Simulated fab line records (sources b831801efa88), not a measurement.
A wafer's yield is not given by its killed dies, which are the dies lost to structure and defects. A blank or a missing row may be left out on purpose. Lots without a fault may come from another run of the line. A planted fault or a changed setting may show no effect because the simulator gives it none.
A single fault, viewed from 2 desks -- flow gf180mcu -- numbers are kept per desk, each desk with only its own; the story behind them comes last

== AT THE TOOL OWNER'S DESK: plasma_asher-02 ==
The tool's own readings at GF_PASSIVATION_STRIP_12 (strips in O2/N2): means of the sampled wafers that have a number, for each lot that ran on this tool. The brackets show how far a lot's mean lies from the usual mean; more than 4 standard deviations puts the lot out of limits, marked OUT.
Columns: A = chamber_pressure_mTorr at GF_PASSIVATION_STRIP_12, usual 1499.9 mTorr; B = drypump_motor_current_A at GF_PASSIVATION_STRIP_12, usual 6.0 A; C = heater_power_w at GF_PASSIVATION_STRIP_12, usual 330 W; D = oes_product_au at GF_PASSIVATION_STRIP_12, usual 0.720 a.u.; E = strip_time_to_endpoint_s at GF_PASSIVATION_STRIP_12, usual 34.8 s
lot,first seen here,A,B,C,D,E
L919,day 30 13:23,1500.8,5.7,324,0.720,34.9
L921,day 31 06:50,1499.1,6.2,314,0.716,34.5
L926,day 32 08:07,1699.9 (+99 or more) OUT,5.7,303,0.732,33.9
L928,day 33 00:10,1600.0 (+77) OUT,6.2,302,0.729,34.6
Finding of this desk: L926, L928 out of limits; the first was L926 at day 32 08:07, on chamber_pressure_mTorr at GF_PASSIVATION_STRIP_12. L919, L921 stayed within limits.

== THE METROLOGY DESK ==
Lot by lot, what the gauges showed, no matter which tool ran the lot: averages of those sampled wafers that carry a number. The brackets show how far a lot's mean lies from the usual mean; more than 4 standard deviations puts the lot out of limits, marked OUT.
Columns: A = PASSIVATION_CVD_00_THK at GF_PASSIVATION_THK_MEAS_01, usual 1002 nm; B = PASSIVATION_BOW at GF_PASSIVATION_BOW_MEAS_14, usual 136 um
lot,first seen here,A,B
L914,day 27 19:09,1014,137
L916,day 29 05:07,997,144
L917,day 29 07:53,998,133
L918,day 29 14:28,993,116
L919,day 29 18:14,1011,135
L921,day 30 12:20,1004,131
L926,day 31 13:36,997,129
L928,day 32 07:10,997,153
L930,day 32 16:41,1010,148
L932,day 33 14:14,1014,127
L933,day 33 15:28,1009,149
L934,day 33 18:43,1009,138
L936,day 34 02:09,1020,149
This desk's finding: nothing out of limits on any of the 13 lots.

== TAKEN TOGETHER ==
The tool owner's desk could have raised an alarm at day 32 08:07, on L926, L928.
The metrology desk saw nothing out of limits.
The metrology desk holds a record of L926, L928, inside its limits.
Of the lots named, all ran GF_PASSIVATION_STRIP_12 on plasma_asher-02.

== WHAT THE SIMULATOR HAD INSERTED ==
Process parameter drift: plasma_asher-02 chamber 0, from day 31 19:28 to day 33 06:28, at GF_PASSIVATION_STRIP_12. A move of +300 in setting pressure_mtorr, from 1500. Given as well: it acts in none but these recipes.
Shown lots that were struck: L926, L928.
How many hours passed from the start of the fault until each desk's first out-of-limits reading: the tool owner's desk, 13.
